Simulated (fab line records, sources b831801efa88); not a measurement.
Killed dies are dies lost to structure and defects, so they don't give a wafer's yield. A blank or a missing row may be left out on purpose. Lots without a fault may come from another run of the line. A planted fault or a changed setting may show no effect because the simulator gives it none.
Which tool did it? | flow gf180mcu | 13 lots, 39 wafers sampled, at 5 steps of a route of 602

WHAT THE GAUGES READ, wafer by wafer
GF_DUAL_GATE_THK_MEAS_03.
lot  | measured     | on            | DUAL_GATE_OXIDATION_00_THK (nm)
L145 | day 7 14:26  | film_metro-02 | 10.82 10.81 10.90
L147 | day 8 04:35  | film_metro-02 | 10.94 11.06 11.17
L149 | day 8 18:41  | film_metro-02 | 11.14 11.00 11.06
L151 | day 9 06:17  | film_metro-03 | 10.27 10.47 10.49
L153 | day 10 06:34 | film_metro-03 | 10.65 10.94 10.81
L154 | day 10 17:10 | film_metro-04 | 10.64 10.40 10.53
L157 | day 11 05:11 | film_metro-04 | 10.72 10.79 10.69
L156 | day 11 09:41 | film_metro-04 | 10.53 10.57 10.54
L158 | day 11 16:32 | film_metro-04 | 10.28 10.35 10.54
L160 | day 11 22:58 | film_metro-02 | 10.59 10.54 10.67
L161 | day 12 05:39 | film_metro-04 | 10.78 10.78 10.61
L164 | day 12 22:18 | film_metro-02 | 10.79 10.83 10.93
L168 | day 14 06:00 | film_metro-04 | 10.91 10.90 10.97

GF_POLY_GATE_CD_MEAS_18.
lot  | measured     | on        | cd_nm (nm)
L145 | day 9 03:31  | cd_sem-01 | 282.5 281.8 281.5
L147 | day 9 19:40  | cd_sem-02 | 279.4 276.8 279.5
L149 | day 10 10:19 | cd_sem-02 | 280.9 280.3 281.3
L151 | day 11 01:02 | cd_sem-02 | 284.0 284.2 283.7
L153 | day 11 23:30 | cd_sem-01 | 280.6 280.4 280.5
L154 | day 12 15:23 | cd_sem-01 | 280.8 280.1 281.5
L157 | day 12 23:54 | cd_sem-02 | 279.0 284.2 282.2
L156 | day 13 05:51 | cd_sem-01 | 277.6 279.7 276.0
L158 | day 13 13:20 | cd_sem-01 | 282.3 281.9 283.5
L160 | day 13 19:53 | cd_sem-02 | 283.6 278.6 283.3
L161 | day 14 03:07 | cd_sem-01 | 282.5 278.0 278.7
L164 | day 14 22:01 | cd_sem-01 | 281.2 277.3 281.4
L168 | day 16 06:46 | cd_sem-02 | 281.2 283.1 281.0

GF_HV_LDD_TW_MEAS_11.
lot  | measured     | on            | HV_LDD_TW
L145 | day 9 20:44  | film_metro-03 | 2438 2429 2440
L147 | day 10 13:25 | film_metro-03 | 2430 2432 2421
L149 | day 11 04:44 | film_metro-04 | 2435 2440 2454
L151 | day 11 20:03 | film_metro-01 | 2414 2415 2416
L153 | day 12 19:10 | film_metro-01 | 2399 2418 2413
L154 | day 13 12:23 | film_metro-01 | 2399 2400 2399
L157 | day 13 20:58 | film_metro-04 | 2452 2442 2443
L156 | day 14 03:09 | film_metro-04 | 2448 2436 2453
L158 | day 14 10:39 | film_metro-01 | 2400 2390 2404
L160 | day 14 16:33 | film_metro-03 | 2433 2446 2430
L161 | day 15 00:31 | film_metro-04 | 2442 2442 2442
L164 | day 15 20:40 | film_metro-04 | 2459 2437 2453
L168 | day 17 05:58 | film_metro-01 | 2407 2403 2404

GF_SAB_THK_MEAS_01.
lot  | measured     | on            | SAB_CVD_00_THK (nm)
L145 | day 14 01:59 | film_metro-02 | 49.5 49.9 49.9
L147 | day 14 20:28 | film_metro-04 | 49.2 50.5 50.3
L149 | day 15 13:50 | film_metro-03 | 49.3 48.9 50.0
L151 | day 16 09:02 | film_metro-02 | 49.9 50.9 50.1
L153 | day 17 10:28 | film_metro-02 | 49.4 50.4 50.8
L154 | day 18 07:10 | film_metro-04 | 48.4 50.0 49.1
L157 | day 18 17:11 | film_metro-04 | 49.1 49.8 50.0
L156 | day 19 01:50 | film_metro-04 | 48.5 49.5 50.0
L158 | day 19 11:14 | film_metro-04 | 51.0 49.3 50.9
L160 | day 19 17:24 | film_metro-02 | 47.3 49.7 49.4
L161 | day 20 00:37 | film_metro-03 | 50.8 50.4 50.0
L164 | day 20 23:13 | film_metro-02 | 49.9 50.0 50.6
L168 | day 22 09:18 | film_metro-03 | 49.3 49.7 50.7

WHICH TOOL RAN EACH LOT (tool, then ch and the chambers of the sampled wafers, then the start)
lot  | GF_SAB_CVD_00
L145 | pecvd-03 ch 0,1, day 14 01:57
L147 | pecvd-04 ch 1,2, day 14 20:26
L149 | pecvd-01 ch 0,2, day 15 13:40
L151 | pecvd-01 ch 0,2, day 16 09:00
L153 | pecvd-04 ch 0,1, day 17 10:26
L154 | pecvd-01 ch 0,1,2, day 18 07:08
L157 | pecvd-01 ch 0,1, day 18 17:08
L156 | pecvd-03 ch 1,2, day 19 01:49
L158 | pecvd-01 ch 0,2, day 19 11:08
L160 | pecvd-01 ch 0,1,2, day 19 17:23
L161 | pecvd-03 ch 0,1,2, day 20 00:35
L164 | pecvd-04 ch 0,1, day 20 23:12
L168 | pecvd-03 ch 0,1, day 22 09:16
- GF_SAB_CVD_00: deposits SiO2 from TEOS, target thk 50 nm, time 4.9302 s.

WHAT THE TOOLS THEMSELVES READ (means of the sampled wafers that have a number; where no wafer has one, the mark that the record gives instead)
GF_SAB_CVD_00.
lot  | tool     | heater_power_w (W) | rf_fwd_power_W (W) | susceptor_temp_C (C)
L145 | pecvd-03 | 608                | 591                | 400.12
L147 | pecvd-04 | 647                | 588                | 399.87
L149 | pecvd-01 | 697                | 586                | 400.07
L151 | pecvd-01 | 848                | 585                | 400.00
L153 | pecvd-04 | 697                | 589                | 399.88
L154 | pecvd-01 | 751                | 588                | 399.96
L157 | pecvd-01 | 703                | 589                | 399.87
L156 | pecvd-03 | 713                | 591                | 400.08
L158 | pecvd-01 | 815                | 588                | 400.00
L160 | pecvd-01 | 772                | 589                | 399.93
L161 | pecvd-03 | 641                | 592                | 399.96
L164 | pecvd-04 | 698                | 586                | 400.25
L168 | pecvd-03 | 640                | 590                | 399.96

THE ANSWER, worked out from the rows above alone
Rule: what is usual is taken from the lots themselves. Put in order of their means at a reading, lots are off if they are a third of the lots or fewer, leave a main group of 4 or more, and stand apart from it by a gap of 3 or more times the standard deviation of the main group's means; of several such gaps the widest counts. A main group whose means are all the same, to the digits that the tables above print for the reading, isn't used. A lot without any number at a reading at which 4 lots or more have one is off too. The other lots that the step has rows for count as sound. The gauges are gone through in route order, then the tools' own readings, and for those a lot's mean is taken as printed above. The first step at which some lot is off is used, and at that step the reading that is off furthest; a lot without a number counts as furthest.
No lot is off at any reading shown: from this, nothing can be told.

WHAT THE SIMULATOR HAD PUT IN
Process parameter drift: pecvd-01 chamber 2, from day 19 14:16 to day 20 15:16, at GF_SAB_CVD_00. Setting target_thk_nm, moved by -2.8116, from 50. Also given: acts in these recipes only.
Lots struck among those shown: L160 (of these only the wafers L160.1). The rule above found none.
